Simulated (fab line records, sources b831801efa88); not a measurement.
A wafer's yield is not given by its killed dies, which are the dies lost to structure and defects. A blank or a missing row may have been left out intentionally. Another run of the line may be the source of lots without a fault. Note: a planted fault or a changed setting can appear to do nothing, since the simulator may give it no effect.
Comparing a struck lot with a sound one -- flow sky130 -- 20 steps out of a route of 708
Sound: wafers L457.2, L457.3, L457.4. Struck: wafers L468.1, L468.2 (left out: L468.6, a lot-mate that was not struck); the cause follows at the end.
Each step with rows lists, per side, the tool, then ch with its chambers, then its first start. Under that, the readings that differ: sound wafers -- struck wafers -- difference of the means -- sigmas: that difference in standard deviations of wafers without a fault.
alike: words and numbers the same on both sides, and readings whose means are apart by under 2 such deviations; not compared: readings that were withheld, readings missing a value for some wafer, numbers with overlapping values and no deviation given by the record, and bounds like >300 which may hide the same value.
A row with sigmas, a row that says differs or no value, or rows on one side alone: a step with any of these is where the two part. Numbers that have no deviation but don't overlap get no sigmas and don't part them. Lack of a reading on every wafer of one side parts them only where that side has two or more wafers.

SKY_FIELD_ISO_BOW_MEAS_00:
  struck on film-metro-01, day 3 17:00; sound on film-metro-01, day 1 10:01
  alike: INCOMING_BOW
then, 1 step without rows for these wafers: SKY_FIELD_ISO_OXIDATION_01 (stabilise 600 s, purge 300 s, target thk 12 nm).
SKY_FIELD_ISO_THK_MEAS_02:
  struck on film-metro-01, day 3 18:38; sound on film-metro-03, day 1 11:38
  alike: FIELD_ISO_OXIDATION_00_THK
then, 1 step without rows for these wafers: SKY_FIELD_ISO_CVD_03 (deposits Si3N4 from DCS/NH3, target thk 165 nm, time 2830 s).
SKY_FIELD_ISO_THK_MEAS_04:
  struck on film-metro-01, day 3 21:14; sound on film-metro-01, day 1 14:14
  alike: FIELD_ISO_CVD_03_THK
then, 5 steps without rows for these wafers: SKY_FIELD_ISO_DEHYDRATE_05 (time 60 s); SKY_FIELD_ISO_HMDS_06 (prime time 60 s); SKY_FIELD_ISO_COAT_07 (resist thk 60 nm); SKY_FIELD_ISO_COAT_08 (resist thk 450 nm); SKY_FIELD_ISO_SOFTBAKE_09 (time 90 s).
SKY_FIELD_ISO_EXPOSE_10: exposes mask FOM, target cd 150 nm.
  sound on krf-scanner-01 ch 0, day 1 21:46; struck on krf-scanner-01 ch 0, day 4 05:59
  alike: mask, exposure-dose-mJ-cm2
then, 2 steps without rows for these wafers: SKY_FIELD_ISO_PEB_11; SKY_FIELD_ISO_DEVELOP_12 (develop time 60 s).
SKY_FIELD_ISO_CD_MEAS_13 targets a cd of 150 nm.
  struck on cd-sem-02, day 4 14:14; sound on cd-sem-02, day 2 04:20
reading,sound,struck,difference,sigmas
cd-nm (nm),148.2 147.6 148.6,83.1 84.6,-64.3,-40
SKY_FIELD_ISO_ETCH_14: etches BARC in N2/H2, stops on SiO2, time 45.9 s, target depth 60 nm.
  sound on rie-diel-01 ch 0,1,2, day 2 04:26; struck on rie-diel-03 ch 2,3, day 4 14:21
reading,sound,struck,difference,sigmas
rf-hours-counter-h (h),170 5 57,2 0,-76,
model.FIELD_ISO.cd-nm (nm),150.1 147.7 148,83.63 84.93,-64.32,
  alike: drypump-motor-current-A, oes-product-au, throttle-valve-pct
SKY_FIELD_ISO_ETCH_15: etches the open film in CHF3/O2, stops on Si, target depth 180 nm, time 72 s.
  sound on rie-diel-01 ch 0,1,2, day 2 04:29; struck on rie-diel-03 ch 2,3, day 4 14:23
reading,sound,struck,difference,sigmas
rf-hours-counter-h (h),170 5 57,2 0,-76,
  alike: drypump-motor-current-A, oes-product-au, throttle-valve-pct
SKY_FIELD_ISO_STRIP_16: strips in O2/N2.
  sound on plasma-asher-01 ch 0,1, day 2 04:32; struck on plasma-asher-04 ch 0,1, day 4 14:27
reading,sound,struck,difference,sigmas
strip-time-to-endpoint-s (s),3.51 3.51 3.54,3.65 3.57,+0.09,+2
  alike: drypump-motor-current-A, o2-flow-sccm, oes-product-au
  not compared: rf-hours-counter-h
SKY_FIELD_ISO_ETCH_17: etches Si in HBr/Cl2/O2, target depth 342 nm, time 97.7 s.
  sound on rie-si-01 ch 0,2,3, day 2 04:38; struck on rie-si-01 ch 1,2, day 4 14:33
reading,sound,struck,difference,sigmas
model.FIELD_ISO.cd-nm (nm),150.1 145.6 146.8,80.74 85.53,-64.37,
  alike: HBr_flow_sccm, drypump-motor-current-A, oes-product-au, throttle-valve-pct
  not compared: rf-hours-counter-h
then, 1 step without rows for these wafers: SKY_FIELD_ISO_WET_ETCH_18 (etches Si3N4 in H3PO4, target depth 25 nm, time 286 s).
-- record jumps: 44 days separate the struck wafers' starts on either side; left off in module FIELD_ISO, taken up again in module PAD_OPEN, whose first shown step is the route's number 708 --
SKY_PAD_OPEN_PROBE_99:
  struck on prober-02, day 48 12:13; sound on prober-01, day 45 18:12
reading,sound,struck,difference,sigmas
killed-at-contacts,30 28 31,17 21,-11,-2
killed-at-front-end,15 9 12,425 424,+412,+94
killed-dies,98 93 86,492 492,+400,+43
killed-on-rim,23 21 20,96 96,+75,+21
  alike: killed_at_M0_to_M3, killed_at_M4_up, killed-at-other, killed-open, killed-short

== WHERE THEY PART ==
Last at SKY_PAD_OPEN_PROBE_99 as far as this record goes, first at SKY_FIELD_ISO_CD_MEAS_13.

WHY: the cause the simulator had injected
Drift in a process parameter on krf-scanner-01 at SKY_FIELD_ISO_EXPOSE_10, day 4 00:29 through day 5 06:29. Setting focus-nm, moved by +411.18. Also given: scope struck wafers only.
